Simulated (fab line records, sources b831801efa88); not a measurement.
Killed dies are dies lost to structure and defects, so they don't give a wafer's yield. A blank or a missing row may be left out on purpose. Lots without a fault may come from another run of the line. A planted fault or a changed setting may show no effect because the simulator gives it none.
Which tool did it? | flow sky130 | 24 lots, 72 wafers sampled, at 4 steps of a route of 708

WHAT THE GAUGES READ, wafer by wafer
SKY_VIA3_THK_MEAS_23: measures by xrf. Usual: VIA3_W_THK 403 nm, standard deviation 10.
lot  | measured     | on            | VIA3_W_THK (nm) | flag
L074 | day 39 18:03 | film_metro-01 | 415 392 409     |
L075 | day 40 08:46 | film_metro-04 | 422 399 419     |
L076 | day 40 12:28 | film_metro-02 | 389 404 404     |
L077 | day 40 18:56 | film_metro-02 | 399 399 381     |
L078 | day 40 21:13 | film_metro-02 | 389 379 403     |
L079 | day 41 08:29 | film_metro-01 | 416 413 395     |
L080 | day 41 16:06 | film_metro-04 | 395 415 390     |
L081 | day 41 21:34 | film_metro-04 | 389 405 392     |
L082 | day 42 00:15 | film_metro-04 | 400 415 395     |
L083 | day 42 10:52 | film_metro-02 | 388 389 410     |
L084 | day 42 17:23 | film_metro-02 | 409 406 386     |
L085 | day 43 00:41 | film_metro-04 | 392 397 410     |
L086 | day 43 13:55 | film_metro-04 | 418 421 394     |
L087 | day 43 22:06 | film_metro-01 | 395 407 400     |
L088 | day 44 03:35 | film_metro-01 | 412 405 402     |
L089 | day 44 09:54 | film_metro-04 | 410 415 400     |
L090 | day 44 14:52 | film_metro-01 | 412 392 397     |
L091 | day 44 18:57 | film_metro-02 | 387 410 411     |
L092 | day 44 22:33 | film_metro-01 | 422 397 418     |
L093 | day 45 08:35 | film_metro-04 | 420 398 401     |
L094 | day 45 13:28 | film_metro-02 | 415 395 416     |
L095 | day 45 16:31 | film_metro-01 | 408 407 391     |
L096 | day 45 22:06 | film_metro-01 | 416 394 411     |
L097 | day 46 01:53 | film_metro-04 | 416 417 400     |

SKY_VIA4_THK_MEAS_01. Usual: VIA4_HDPCVD_THK 1755 nm, standard deviation 16.
lot  | measured     | on            | VIA4_HDPCVD_THK (nm) | flag
L074 | day 41 20:16 | film_metro-04 | 1724 1753 1730       |
L075 | day 42 11:35 | film_metro-03 | 1780 1735 1783       |
L076 | day 42 15:38 | film_metro-03 | 1728 1754 1769       |
L077 | day 42 21:11 | film_metro-04 | 1762 1765 1743       |
L078 | day 43 00:25 | film_metro-03 | 1753 1756 1737       |
L079 | day 43 10:33 | film_metro-04 | 1752 1756 1754       |
L080 | day 43 16:53 | film_metro-03 | 1752 1739 1741       |
L081 | day 43 22:52 | film_metro-04 | 1765 1764 1755       |
L082 | day 44 01:11 | film_metro-04 | 1773 1744 1760       |
L083 | day 44 10:26 | film_metro-04 | 1774 1751 1761       |
L084 | day 44 17:36 | film_metro-03 | 1782 1761 1766       |
L085 | day 45 00:23 | film_metro-03 | 1746 1749 1729       |
L086 | day 45 12:21 | film_metro-03 | 1775 1778 1784       |
L087 | day 45 19:49 | film_metro-03 | 1738 1751 1725       |
L088 | day 46 01:57 | film_metro-03 | 1715 1727 1732       |
L089 | day 46 07:34 | film_metro-01 | 1752 1738 1735       |
L090 | day 46 12:07 | film_metro-03 | 1725 1755 1735       |
L091 | day 46 15:44 | film_metro-04 | 1765 1761 1764       |
L092 | day 46 20:13 | film_metro-03 | 1759 1727 1745       |
L093 | day 47 04:13 | film_metro-01 | 1784 1776 1771       |
L094 | day 47 09:24 | film_metro-04 | 1759 1764 1728       |
L095 | day 47 12:13 | film_metro-04 | 1775 1763 1784       |
L096 | day 47 16:54 | film_metro-03 | 1744 1764 1749       |
L097 | day 47 21:01 | film_metro-04 | 1752 1775 1761       |

WHICH TOOL RAN EACH LOT (tool, then ch and the chambers of the sampled wafers, then the start)
lot  | SKY_CAP2M_METAL_ETCH_13           | SKY_METAL4_METAL_ETCH_18
L074 | rie_metal-02 ch 0,1, day 40 18:34 | rie_metal-02 ch 0,1, day 41 19:16
L075 | rie_metal-01 ch 0,1, day 41 10:07 | rie_metal-01 ch 0,1, day 42 10:40
L076 | rie_metal-02 ch 0,1, day 41 13:53 | rie_metal-01 ch 0,1, day 42 14:40
L077 | rie_metal-01 ch 0,1, day 41 19:40 | rie_metal-04 ch 0,1, day 42 20:13
L078 | rie_metal-02 ch 0, day 41 22:43   | rie_metal-01 ch 0,1, day 42 23:25
L079 | rie_metal-01 ch 1, day 42 08:55   | rie_metal-01 ch 1, day 43 09:23
L080 | rie_metal-03 ch 0,1, day 42 16:38 | rie_metal-01 ch 1, day 43 15:44
L081 | rie_metal-01 ch 0,1, day 42 21:47 | rie_metal-01 ch 1, day 43 21:44
L082 | rie_metal-03 ch 1, day 43 00:17   | rie_metal-01 ch 1, day 44 00:04
L083 | rie_metal-03 ch 1, day 43 10:01   | rie_metal-01 ch 1, day 44 09:28
L084 | rie_metal-02 ch 1, day 43 17:19   | rie_metal-04 ch 1, day 44 16:11
L085 | rie_metal-02 ch 0,1, day 44 00:14 | rie_metal-01 ch 0,1, day 44 23:23
L086 | rie_metal-01 ch 0,1, day 44 12:44 | rie_metal-01 ch 0,1, day 45 11:25
L087 | rie_metal-01 ch 0,1, day 44 20:26 | rie_metal-02 ch 0,1, day 45 18:52
L088 | rie_metal-01 ch 0,1, day 45 02:20 | rie_metal-02 ch 0,1, day 46 00:40
L089 | rie_metal-03 ch 0,1, day 45 08:41 | rie_metal-04 ch 0,1, day 46 06:34
L090 | rie_metal-01 ch 0,1, day 45 13:25 | rie_metal-04 ch 0,1, day 46 11:10
L091 | rie_metal-01 ch 0,1, day 45 16:56 | rie_metal-04 ch 0,1, day 46 14:44
L092 | rie_metal-02 ch 0,1, day 45 20:38 | rie_metal-02 ch 0,1, day 46 19:16
L093 | rie_metal-02 ch 1, day 46 05:56   | rie_metal-02 ch 0,1, day 47 02:52
L094 | rie_metal-01 ch 0,1, day 46 11:01 | rie_metal-02 ch 0,1, day 47 08:07
L095 | rie_metal-02 ch 0,1, day 46 13:59 | rie_metal-02 ch 0,1, day 47 11:16
L096 | rie_metal-03 ch 0, day 46 19:11   | rie_metal-02 ch 0,1, day 47 15:50
L097 | rie_metal-01 ch 0,1, day 46 23:16 | rie_metal-02 ch 0, day 47 19:59
- SKY_CAP2M_METAL_ETCH_13: etches TiN in Cl2/BCl3, stops on SiO2, target depth 220 nm, time 62.9 s.
- SKY_METAL4_METAL_ETCH_18: etches the open film in Cl2/BCl3, stops on SiO2, target depth 845 nm, time 183.1 s.

WHAT THE TOOLS THEMSELVES READ (means of the sampled wafers that have a number; where no wafer has one, the mark that the record gives instead)
SKY_CAP2M_METAL_ETCH_13. Usual: drypump_motor_current_A 5.63 A, standard deviation 0.17; he_backside_leak_sccm 3.40 sccm, standard deviation 0.16; oes_product_au 0.942 a.u., standard deviation 0.0074; throttle_valve_pct 21.901 %, standard deviation 0.0093.
lot  | tool         | drypump_motor_current_A (A) | he_backside_leak_sccm (sccm) | oes_product_au (a.u.) | throttle_valve_pct (%) | flag
L074 | rie_metal-02 | 5.75                        | 3.42                         | 0.946                 | 21.908                 |
L075 | rie_metal-01 | 5.62                        | 3.37                         | 0.943                 | 21.904                 |
L076 | rie_metal-02 | 5.72                        | 3.40                         | 0.937                 | 21.902                 |
L077 | rie_metal-01 | 5.62                        | 3.46                         | 0.928                 | 21.907                 |
L078 | rie_metal-02 | 5.78                        | 3.35                         | 0.940                 | 21.895                 |
L079 | rie_metal-01 | 5.53                        | 3.27                         | 0.946                 | 21.898                 |
L080 | rie_metal-03 | 5.37                        | 3.44                         | 0.942                 | 21.902                 |
L081 | rie_metal-01 | 5.73                        | 3.68                         | 0.938                 | 21.908                 |
L082 | rie_metal-03 | 5.30                        | 3.50                         | 0.939                 | 21.896                 |
L083 | rie_metal-03 | 5.29                        | 3.37                         | 0.935                 | 21.900                 |
L084 | rie_metal-02 | 5.72                        | 3.49                         | 0.943                 | 21.902                 |
L085 | rie_metal-02 | 5.75                        | 3.31                         | 0.938                 | 21.901                 |
L086 | rie_metal-01 | 5.63                        | 3.42                         | 0.936                 | 21.898                 |
L087 | rie_metal-01 | 5.73                        | 3.52                         | 0.947                 | 21.897                 |
L088 | rie_metal-01 | 5.75                        | 3.42                         | 0.946                 | 21.893                 |
L089 | rie_metal-03 | 5.43                        | 3.22                         | 0.944                 | 21.907                 |
L090 | rie_metal-01 | 5.63                        | 3.31                         | 0.945                 | 21.899                 |
L091 | rie_metal-01 | 5.74                        | 3.51                         | 0.948                 | 21.898                 |
L092 | rie_metal-02 | 5.74                        | 3.41                         | 0.943                 | 21.893                 |
L093 | rie_metal-02 | 5.71                        | 3.24                         | 0.946                 | 21.906                 |
L094 | rie_metal-01 | 5.63                        | 3.28                         | 0.947                 | 21.888                 |
L095 | rie_metal-02 | 5.75                        | 3.31                         | 0.945                 | 21.893                 |
L096 | rie_metal-03 | 5.50                        | 3.40                         | 0.938                 | 21.902                 |
L097 | rie_metal-01 | 5.63                        | 3.35                         | 0.946                 | 21.902                 |

SKY_METAL4_METAL_ETCH_18. Usual: drypump_motor_current_A 5.69 A, standard deviation 0.28; he_backside_leak_sccm 3.39 sccm, standard deviation 0.21; oes_product_au 0.865 a.u., standard deviation 0.0063; throttle_valve_pct 22.265 %, standard deviation 0.0093.
lot  | tool         | drypump_motor_current_A (A) | he_backside_leak_sccm (sccm) | oes_product_au (a.u.) | throttle_valve_pct (%) | flag
L074 | rie_metal-02 | 5.72                        | 3.25                         | 0.864                 | 22.255                 |
L075 | rie_metal-01 | 5.62                        | 3.46                         | 0.872                 | 22.268                 |
L076 | rie_metal-01 | 5.74                        | 3.55                         | 0.863                 | 22.259                 |
L077 | rie_metal-04 | 5.68                        | 3.33                         | 0.865                 | 22.272                 |
L078 | rie_metal-01 | 5.63                        | 3.32                         | 0.874                 | 22.260                 |
L079 | rie_metal-01 | 5.54                        | 3.28                         | 0.859                 | 22.266                 |
L080 | rie_metal-01 | 5.51                        | 3.47                         | 0.863                 | 22.270                 |
L081 | rie_metal-01 | 5.56                        | 3.30                         | 0.862                 | 22.266                 |
L082 | rie_metal-01 | 5.52                        | 3.31                         | 0.868                 | 22.260                 |
L083 | rie_metal-01 | 5.54                        | 3.14                         | 0.859                 | 22.264                 |
L084 | rie_metal-04 | 5.29                        | 3.50                         | 0.869                 | 22.271                 |
L085 | rie_metal-01 | 5.61                        | 3.47                         | 0.869                 | 22.268                 |
L086 | rie_metal-01 | 5.64                        | 3.37                         | 0.858                 | 22.265                 |
L087 | rie_metal-02 | 5.72                        | 3.37                         | 0.864                 | 22.262                 |
L088 | rie_metal-02 | 5.74                        | 3.25                         | 0.870                 | 22.262                 |
L089 | rie_metal-04 | 6.05                        | 3.27                         | 0.869                 | 22.262                 |
L090 | rie_metal-04 | 5.67                        | 3.35                         | 0.859                 | 22.262                 |
L091 | rie_metal-04 | 5.69                        | 3.44                         | 0.870                 | 22.257                 |
L092 | rie_metal-02 | 5.71                        | 3.55                         | 0.861                 | 22.263                 |
L093 | rie_metal-02 | 5.79                        | 3.24                         | 0.857                 | 22.261                 |
L094 | rie_metal-02 | 5.73                        | 3.41                         | 0.867                 | 22.261                 |
L095 | rie_metal-02 | 5.74                        | 3.26                         | 0.862                 | 22.265                 |
L096 | rie_metal-02 | 5.75                        | 3.38                         | 0.862                 | 22.265                 |
L097 | rie_metal-02 | 5.77                        | 3.27                         | 0.864                 | 22.277                 |

THE ANSWER, worked out from the rows above alone
Rule: a lot is off if the mean of its wafers that have a number lies more than 3 standard deviations from the usual mean. A lot without any number at a reading at which 4 lots or more have one is off too. The other lots that the step has rows for count as sound. The gauges are gone through in route order, then the tools' own readings, and for those a lot's mean is taken as printed above. The first step at which some lot is off is used, and at that step the reading that is off furthest; a lot without a number counts as furthest.
No lot is off at any reading shown: from this, nothing can be told.

WHAT THE SIMULATOR HAD PUT IN
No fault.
